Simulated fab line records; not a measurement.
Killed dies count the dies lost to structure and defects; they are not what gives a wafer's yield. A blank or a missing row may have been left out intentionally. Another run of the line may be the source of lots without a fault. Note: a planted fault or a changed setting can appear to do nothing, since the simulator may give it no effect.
Chamber matching + flow gf180mcu + GF_V5_CVD_02 on pecvd-03 has 3 sister chambers
The step deposits SiO2 from TEOS, target thk 1450 nm, time 163.28 s. 6 wafers are shown with their chamber, then 8 later ones without.

== EACH WAFER AND ITS CHAMBER ==
| wafer  | chamber | heaterPowerW (W) | heaterPowerOuterW (W) |
|--------|---------|------------------|-----------------------|
| L080.4 | 2       | 534              | 277                   |
| L085.6 | 0       | 749              | 395                   |
| L090.3 | 1       | 641              | 359                   |
| L090.5 | 1       | 753              | 419                   |
| L090.6 | 0       | 862              | 521                   |
| L091.1 | 2       | 604              | 326                   |

== WAFERS WITH NO CHAMBER GIVEN ==
| wafer  | heaterPowerW (W) | heaterPowerOuterW (W) |
|--------|------------------|-----------------------|
| L091.2 | 734              | 421                   |
| L091.5 | 655              | 373                   |
| L092.1 | 676              | 388                   |
| L092.3 | 822              | 497                   |
| L092.6 | 539              | 281                   |
| L094.1 | 646              | 369                   |
| L094.2 | 831              | 487                   |
| L094.4 | 532              | 278                   |

== CHAMBER TAKEN BY EACH ==
| wafer  | from the rows above          | in truth |
|--------|------------------------------|----------|
| L091.2 | can't be placed: 1 or 0      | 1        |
| L091.5 | can't be placed: 1 or 2 or 0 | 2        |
| L092.1 | can't be placed: 1 or 2 or 0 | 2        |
| L092.3 | can't be placed: 0 or 1      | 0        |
| L092.6 | 2                            | 2        |
| L094.1 | can't be placed: 1 or 2 or 0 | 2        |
| L094.2 | can't be placed: 0 or 1      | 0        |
| L094.4 | 2                            | 2        |
2 of 8 placed correctly. From these rows, 6 cannot be placed; in 6 the true chamber is one of the candidates. Wrongly placed: 0.
How it was worked out, from the rows above alone: a wafer's distance from a chamber is the root of the sum, over the readings, of the square of ((its reading less the chamber's mean) divided by the reading's scatter). The wafer belongs to the nearest chamber; if the next one is less than 2 further off, it can't be placed. For every chamber, the mean is computed from those of its wafers that are shown. The scatter: take each reading less its chamber's mean, square it, sum over the shown wafers, divide by the number of wafers less the number of chambers, and take the root.
